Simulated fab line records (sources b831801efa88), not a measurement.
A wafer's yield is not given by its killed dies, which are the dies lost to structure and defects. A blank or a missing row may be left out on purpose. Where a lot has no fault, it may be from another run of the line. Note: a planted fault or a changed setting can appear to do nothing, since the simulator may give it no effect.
2 desks looking at one fault	flow gf180mcu	only its own numbers are on each desk; what lay behind them is given at the end

FOR THE TOOL OWNER'S DESK: litho-track-04
The tool's own readings at GF_PSD_DEVELOP_06 (develop time 60 s): means of the sampled wafers that have a number, for each lot that ran on this tool. A lot is out of limits, marked OUT, if its mean lies more than 4 standard deviations from the usual mean; the brackets give that distance.
Columns: A = developer-temp-C at GF_PSD_DEVELOP_06, usual 22.99 C; B = resist-line-temp-C at GF_PSD_DEVELOP_06, usual 23.01 C
lot	first seen here	A	B
L170	day 15 13:46	22.94	23.00
L172	day 16 08:04	23.07	22.95
L173	day 16 18:33	22.93	22.90
L174	day 17 00:43	23.15	22.89
L179	day 18 22:12	22.96	22.99
L182	day 20 00:04	22.98	23.18
Finding of this desk: none of the 6 lots has anything out of limits.

FROM THE METROLOGY DESK
What the gauges read, lot by lot, whatever tool the lot ran on: means of the sampled wafers that have a number. A lot is out of limits, marked OUT, if its mean lies more than 4 standard deviations from the usual mean; the brackets give that distance.
Columns: A = HV_LDD_2_TW at GF_HV_LDD_TW_MEAS_23, usual 1065; B = NSD_TW at GF_NSD_TW_MEAS_12, usual 4303; C = cd-nm at GF_PSD_CD_MEAS_07, usual 400.4 nm
lot	first seen here	A	B	C
L166	day 10 18:21	1063	4307	400.1
L168	day 11 16:34	1059	4335	397.8
L170	day 12 00:38	1067	4248	401.1
L172	day 12 17:20	1067	4270	397.3
L173	day 13 02:44	1068	4350	403.1
L174	day 13 07:21	1067	4316	403.2
L175	day 13 11:20	1070	4313	398.5
L179	day 14 20:25	1067	4273	393.0
L181	day 15 15:23	1072	4281	401.2
L180	day 15 16:17	1067	4292	397.7
L182	day 15 21:41	1062	4320	391.2 (-4.4) OUT
L187	day 17 06:05	1069	4313	400.8
L188	day 17 16:32	1063	4322	399.8
This desk's finding: out of limits on L182; first on L182, day 20 00:13 (cd-nm at GF_PSD_CD_MEAS_07). L166, L168, L170, L172, L173, L174, L175, L179, L181, L180, L187, L188: within limits.

ALL TOGETHER
Metrology desk: alarm possible at day 20 00:13 on L182.
Nothing out of limits was seen by the tool owner's desk.
Tool owner's desk: L182 on record, inside its limits.
On litho-track-04, each named lot ran GF_PSD_DEVELOP_06.

WHAT THE SIMULATOR HAD INSERTED
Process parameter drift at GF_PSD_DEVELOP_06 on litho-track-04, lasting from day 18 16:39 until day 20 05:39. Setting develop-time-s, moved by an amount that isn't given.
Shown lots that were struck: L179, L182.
Time in hours between the start of the fault and the first out-of-limits reading at each desk: metrology desk, 32.
